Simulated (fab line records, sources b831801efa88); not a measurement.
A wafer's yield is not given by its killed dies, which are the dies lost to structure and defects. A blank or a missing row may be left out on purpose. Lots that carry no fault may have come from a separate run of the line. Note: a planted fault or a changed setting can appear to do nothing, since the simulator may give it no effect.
fab line records	flow gf180mcu
[record] lots = 13	wafers = 39	lastDay = 34
route steps=602 shown DNWELL@39 HV_LDD@223 V1@352 V2@398
lots that met no fault: from a run of the same line without faults
startH: hours from the record's first day to the start of the lot's first wafer shown	waitH: hours from the lot's prior step to this one	" same as the row above	L1.1+2: a row that stands for several wafers	- no value, or no start given	* or withheld: withheld	< > ~ a bound
route shown NAME@n: NAME is a module with steps in the file, n the number in the route of the first one	usual: average and standard deviation across the fault-free wafers	same: alike in all rows	chamber/n: place in a boat	sites: readings site by site	_std_site: their standard deviation	_edge_site: inner sites' mean taken away from outer sites' mean	radiusMm: how far each site lies from the wafer's centre	mask NAME#n: copy n	behind: tool/chamber where the wafer was last shaped	hold: reason for holding the lot/hours on hold/outcome of the hold	device: the n, p or np transistor that did not switch	end of line: the route-end tests of the same wafers	where a step has no rows: the recipe by itself	killed: not the wafer's yield, but the dies lost to structure and defects at the first sort	map: the dies of a wafer, with x for killed, . for not killed, _ for no die there
set.NAME: the setting that was run; set.NAME@STEP: the one run at that earlier step	model.NAME: the simulator's own value behind a step, which no gauge read
the route's steps for a sample of lots (tables are steps, rows are wafers)
services: when a tool's chamber went out of use (startH, in hours from the record's first day, below 0 if earlier), for how many hours, and the reason
[[steps]]
[step GF_DNWELL_IMPLANT_07]
[recipe] species = P	energyKev = 1500	doseCm2 = 1e+13	tiltDeg = 0
[usual] faradayCurrentUA = 56.4/1.2	tiltDeg = -0.001/0.022
lot.wafer	tool	chamber	startH	waitH	faradayCurrentUA	tiltDeg
L109.1	implanter-01	0	42.14	-	56.9	0.001
L109.2	"	0	"	"	53.3	-0.009
L109.6	"	0	"	"	58.8	0.004
L111.2	implanter-01	0	52.27	-	57.6	0.007
L111.4	"	0	"	"	55.7	0.027
L111.6	"	0	"	"	56.4	0.011
L112.1	implanter-01	0	58.95	-	54.8	-0.011
L112.4	"	0	"	"	56.1	-0.044
L112.5	"	0	"	"	56.2	-0.005
L113.1	implanter-01	0	63.84	-	56.2	0.007
L113.3	"	0	"	"	53.7	-0.015
L113.4	"	0	"	"	56.0	-0.004
L114.3	implanter-01	0	69.79	-	53.0	4.270
L114.5	"	0	"	"	55.7	4.294
L114.6	"	0	"	"	58.3	4.267
L115.2	implanter-01	0	75.52	-	56.7	4.289
L115.3	"	0	"	"	55.8	4.266
L115.5	"	0	"	"	55.8	4.254
L119.3	implanter-03	0	96.69	-	58.0	0.010
L119.5	"	0	"	"	55.9	0.017
L119.6	"	0	"	"	57.0	0.033
L127.1	implanter-01	0	137.99	-	57.7	0.000
L127.4	"	0	"	"	55.4	0.057
L127.6	"	0	"	"	56.9	0.038
L128.4	implanter-04	0	143.66	-	56.8	-0.038
L128.5	"	0	"	"	55.6	0.007
L128.6	"	0	"	"	56.5	-0.002
L129.1	implanter-03	0	149.30	-	54.7	-0.033
L129.5	"	0	"	"	55.2	-0.006
L129.6	"	0	"	"	57.6	-0.006
L130.1	implanter-04	0	155.00	-	57.3	-0.012
L130.3	"	0	"	"	58.5	0.041
L130.6	"	0	"	"	56.0	0.026
L131.2	implanter-01	0	159.56	-	55.3	-0.009
L131.5	"	0	"	"	57.4	0.010
L131.6	"	0	"	"	56.1	-0.011
L132.1	implanter-03	0	164.49	-	55.5	0.030
L132.3	"	0	"	"	56.3	0.040
L132.4	"	0	"	"	55.9	-0.005
[step GF_DNWELL_TW_MEAS_09]
[usual] DNWELL_TW = 1353/7.9
lot.wafer	tool	chamber	startH	waitH	DNWELL_TW
L109.1	filmMetro-04	-	42.39	0.1	1350
L109.2	"	-	"	"	1360
L109.6	"	-	"	"	1353
L111.2	filmMetro-01	-	52.50	0.1	1352
L111.4	"	-	"	"	1356
L111.6	"	-	"	"	1356
L112.1	filmMetro-04	-	59.20	0.1	1369
L112.4	"	-	"	"	1362
L112.5	"	-	"	"	1367
L113.1	filmMetro-02	-	64.09	0.1	1354
L113.3	"	-	"	"	1358
L113.4	"	-	"	"	1351
L114.3	filmMetro-02	-	70.01	0.1	1511
L114.5	"	-	"	"	1512
L114.6	"	-	"	"	1518
L115.2	filmMetro-01	-	75.76	0.1	1519
L115.3	"	-	"	"	1520
L115.5	"	-	"	"	1533
L119.3	filmMetro-01	-	96.91	0.1	1353
L119.5	"	-	"	"	1350
L119.6	"	-	"	"	1347
L127.1	filmMetro-04	-	138.24	0.1	1371
L127.4	"	-	"	"	1371
L127.6	"	-	"	"	1373
L128.4	filmMetro-02	-	143.91	0.1	1349
L128.5	"	-	"	"	1344
L128.6	"	-	"	"	1350
L129.1	filmMetro-02	-	149.55	0.1	1339
L129.5	"	-	"	"	1346
L129.6	"	-	"	"	1348
L130.1	filmMetro-04	-	155.25	0.1	1344
L130.3	"	-	"	"	1336
L130.6	"	-	"	"	1343
L131.2	filmMetro-01	-	159.80	0.1	1359
L131.5	"	-	"	"	1353
L131.6	"	-	"	"	1355
L132.1	filmMetro-01	-	164.74	0.1	1343
L132.3	"	-	"	"	1344
L132.4	"	-	"	"	1341
[step GF_HV_LDD_OVL_MEAS_47]
[usual] HV_LDD_03_OVL = -1.1/1.5
lot.wafer	tool	chamber	startH	waitH	HV_LDD_03_OVL[nm]
L109.1	overlay-01	-	268.86	0.1	-1.3
L109.2	"	-	"	"	-3.1
L109.6	"	-	"	"	-4.0
L111.2	overlay-01	-	291.71	0.1	-4.2
L111.4	"	-	"	"	-2.3
L111.6	"	-	"	"	-2.8
L112.1	overlay-02	-	297.36	0.1	-1.0
L112.4	"	-	"	"	-0.1
L112.5	"	-	"	"	-1.8
L113.1	overlay-01	-	303.75	0.1	-2.7
L113.3	"	-	"	"	-2.2
L113.4	"	-	"	"	-3.2
L114.3	overlay-01	-	314.48	0.1	-2.4
L114.5	"	-	"	"	-1.5
L114.6	"	-	"	"	-0.9
L115.2	overlay-01	-	324.12	0.1	-2.3
L115.3	"	-	"	"	-2.0
L115.5	"	-	"	"	-1.4
L119.3	overlay-01	-	353.62	0.1	-0.7
L119.5	"	-	"	"	-1.8
L119.6	"	-	"	"	1.7
L127.1	overlay-02	-	419.20	0.1	2.1
L127.4	"	-	"	"	0.0
L127.6	"	-	"	"	-1.4
L128.4	overlay-02	-	426.22	0.1	1.3
L128.5	"	-	"	"	-0.5
L128.6	"	-	"	"	-0.2
L129.1	overlay-02	-	436.86	0.1	-2.4
L129.5	"	-	"	"	0.1
L129.6	"	-	"	"	-2.3
L130.1	overlay-02	-	444.85	0.1	0.2
L130.3	"	-	"	"	-0.3
L130.6	"	-	"	"	0.5
L131.2	overlay-02	-	450.01	0.1	2.6
L131.5	"	-	"	"	2.1
L131.6	"	-	"	"	-0.6
L132.1	overlay-02	-	454.95	0.1	-0.7
L132.3	"	-	"	"	0.0
L132.4	"	-	"	"	-1.0
[step GF_V1_ETCH_17]
[recipe] chemistry = C4F8/O2/Ar	maskMaterial = KrF	target = SiO2	stopOn = TiN	sourceW = 1500	biasW = 1200	pressureMtorr = 40	c4f8FlowSccm = withheld	O2_flow_sccm = 6	Ar_flow_sccm = 300	timeS = withheld	targetDepthA = 6300
[usual] oesProductAu = 0.855/0.0048
lot.wafer	tool	chamber	startH	waitH	oesProductAu
L109.1	rieDiel-03	3	-	-	0.849
L109.2	"	0	"	"	0.863
L109.6	"	3	"	"	0.854
L111.2	rieDiel-02	2	-	-	0.855
L111.4	"	3	"	"	0.860
L111.6	"	2	"	"	0.864
L112.1	rieDiel-02	1	-	-	0.857
L112.4	"	3	"	"	0.854
L112.5	"	2	"	"	0.855
L113.1	rieDiel-04	1	-	-	0.863
L113.3	"	2	"	"	0.852
L113.4	"	3	"	"	0.856
L114.3	rieDiel-03	0	-	-	0.858
L114.5	"	2	"	"	0.858
L114.6	"	1	"	"	0.863
L115.2	rieDiel-02	3	-	-	0.850
L115.3	"	0	"	"	0.858
L115.5	"	2	"	"	0.854
L119.3	rieDiel-03	3	-	-	0.848
L119.5	"	3	"	"	0.853
L119.6	"	1	"	"	0.849
L127.1	rieDiel-02	1	-	-	0.856
L127.4	"	3	"	"	0.848
L127.6	"	1	"	"	0.853
L128.4	rieDiel-02	2	-	-	0.852
L128.5	"	2	"	"	0.855
L128.6	"	1	"	"	0.846
L129.1	rieDiel-03	3	-	-	0.847
L129.5	"	1	"	"	0.857
L129.6	"	0	"	"	0.855
L130.1	rieDiel-03	2	-	-	0.861
L130.3	"	3	"	"	0.864
L130.6	"	2	"	"	0.866
L131.2	rieDiel-02	2	-	-	0.863
L131.5	"	1	"	"	0.863
L131.6	"	2	"	"	0.864
L132.1	rieDiel-03	0	-	-	0.848
L132.3	"	1	"	"	0.851
L132.4	"	3	"	"	0.859
[step GF_V2_ETCH_16]
[recipe] chemistry = N2/H2	targetDepthA = withheld	overetchA = withheld	timeS = withheld	target = BARC	ionEnergyEv = 200	sourceW = 500	biasW = 100	pressureMtorr = 30	n2FlowSccm = 100	h2FlowSccm = 200
[usual] drypumpMotorCurrentA = 5.5/0.54	n2FlowSccm = 100.02/0.28	oesProductAu = 0.853/0.0047	throttleValvePct = 13.226/0.0095
lot.wafer	tool	chamber	startH	waitH	drypumpMotorCurrentA	n2FlowSccm	oesProductAu	throttleValvePct
L109.1	rieDiel-04	2	459.04	0.0	6.5	100.22	0.853	13.204
L109.2	"	1	"	"	5.4	99.89	0.851	13.232
L109.6	"	1	"	"	5.4	99.94	0.851	13.210
L111.2	rieDiel-04	3	483.49	0.0	6.1	100.25	0.860	13.235
L111.4	"	2	"	"	6.6	99.95	0.854	13.215
L111.6	"	3	"	"	6.1	100.34	0.847	13.238
L112.1	rieDiel-04	3	491.29	0.0	6.0	99.87	0.853	13.227
L112.4	"	0	"	"	5.2	100.51	0.849	13.219
L112.5	"	3	"	"	6.1	100.46	0.852	13.230
L113.1	rieDiel-01	1	496.44	0.0	4.6	100.12	0.861	13.246
L113.3	"	0	"	"	5.9	99.91	0.849	13.236
L113.4	"	3	"	"	5.0	99.99	0.851	13.244
L114.3	rieDiel-02	3	510.59	0.0	4.9	99.42	0.852	13.232
L114.5	"	3	"	"	4.9	100.06	0.858	13.224
L114.6	"	0	"	"	5.7	100.34	0.854	13.227
L115.2	rieDiel-04	1	518.09	0.0	5.4	100.65	0.854	13.220
L115.3	"	3	"	"	6.0	100.12	0.851	13.248
L115.5	"	3	"	"	6.1	100.19	0.854	13.218
L119.3	rieDiel-01	3	553.14	0.0	5.0	100.13	0.854	13.234
L119.5	"	0	"	"	5.9	99.84	0.857	13.231
L119.6	"	3	"	"	5.0	99.84	0.850	13.228
L127.1	rieDiel-01	3	613.69	0.0	5.0	100.29	0.854	13.229
L127.4	"	2	"	"	5.3	100.04	0.856	13.245
L127.6	"	1	"	"	4.6	100.12	0.860	13.245
L128.4	rieDiel-02	2	622.19	0.0	5.1	100.12	0.851	13.222
L128.5	"	3	"	"	4.9	99.94	0.855	13.224
L128.6	"	0	"	"	5.7	99.47	0.857	13.213
L129.1	rieDiel-04	1	629.04	0.0	5.4	100.34	0.856	13.227
L129.5	"	1	"	"	5.4	100.27	0.847	13.228
L129.6	"	0	"	"	5.1	99.51	0.856	13.219
L130.1	rieDiel-01	3	636.29	0.0	5.0	100.24	0.854	13.220
L130.3	"	1	"	"	4.6	100.15	0.860	13.211
L130.6	"	0	"	"	5.9	100.29	0.850	13.218
L131.2	rieDiel-01	2	642.79	0.0	5.4	99.69	0.852	13.222
L131.5	"	1	"	"	4.7	99.77	0.861	13.224
L131.6	"	0	"	"	5.9	100.34	0.857	13.222
L132.1	rieDiel-02	0	645.89	0.0	5.7	99.96	0.856	13.229
L132.3	"	3	"	"	4.9	100.29	0.849	13.205
L132.4	"	2	"	"	5.1	100.09	0.852	13.215
[[services]]
tool	chamber	startH	hours	kind
rieDiel-02	3	56.78	2.9	repair
implanter-01	-	60.58	1.1	repair
implanter-01	-	96.74	1.6	repair
rieDiel-03	3	129.20	5.3	repair
rieDiel-02	-	129.95	0.3	repair
implanter-01	-	130.24	3.3	repair
implanter-01	-	138.14	1.9	pm
rieDiel-02	3	212.73	4.4	repair
rieDiel-02	0	245.07	12.2	repair
implanter-01	-	293.24	2.9	repair
rieDiel-02	2	294.73	5.3	repair
rieDiel-02	1	349.12	4.0	repair
implanter-01	-	362.21	2.4	repair
rieDiel-02	2	399.97	1.8	repair
rieDiel-02	0	412.31	2.4	repair
implanter-01	-	418.83	4.6	pm
rieDiel-02	0	419.65	37.0	repair
rieDiel-02	2	460.88	5.3	repair
rieDiel-02	2	503.06	8.0	repair
implanter-01	-	509.15	0.7	repair
implanter-01	-	511.24	10.0	repair
implanter-01	-	532.19	8.0	pm
rieDiel-02	2	533.11	3.2	repair
rieDiel-02	-	557.85	0.1	repair
[[key]]
[firstSign] step = GF_DNWELL_IMPLANT_07	reading = tiltDeg	direction = up	sigmas = 99+	usual = -0.001	struck = 4.273
[effect] step = GF_DNWELL_TW_MEAS_09	reading = DNWELL_TW	direction = up	sigmas = 21	usual = 1353	struck = 1519
metAt GF_DNWELL_IMPLANT_07
struckLots L114,L115
testerLeftOut L114,L115
notActingAt GF_HV_LDD_OVL_MEAS_47,GF_V1_ETCH_17,GF_V2_ETCH_16
onsetBetween 63.84 69.79
[fault] kind = processParameterDrift	tool = implanter-01	chamber = -	onsetH = 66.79	steps = GF_DNWELL_IMPLANT_07	channel = tiltDeg	offset = 4.2578	shape = step	endH = 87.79	actsIn = theseRecipesOnly	stated = 0
// testerLeftOut: of these lots the tester's yield and bins aren't shown, on N5 and GAA mostly nor the transistor test; their killed dies are dies lost to structure and defects alone, not to doping, threshold or leakage, so they don't give the yield
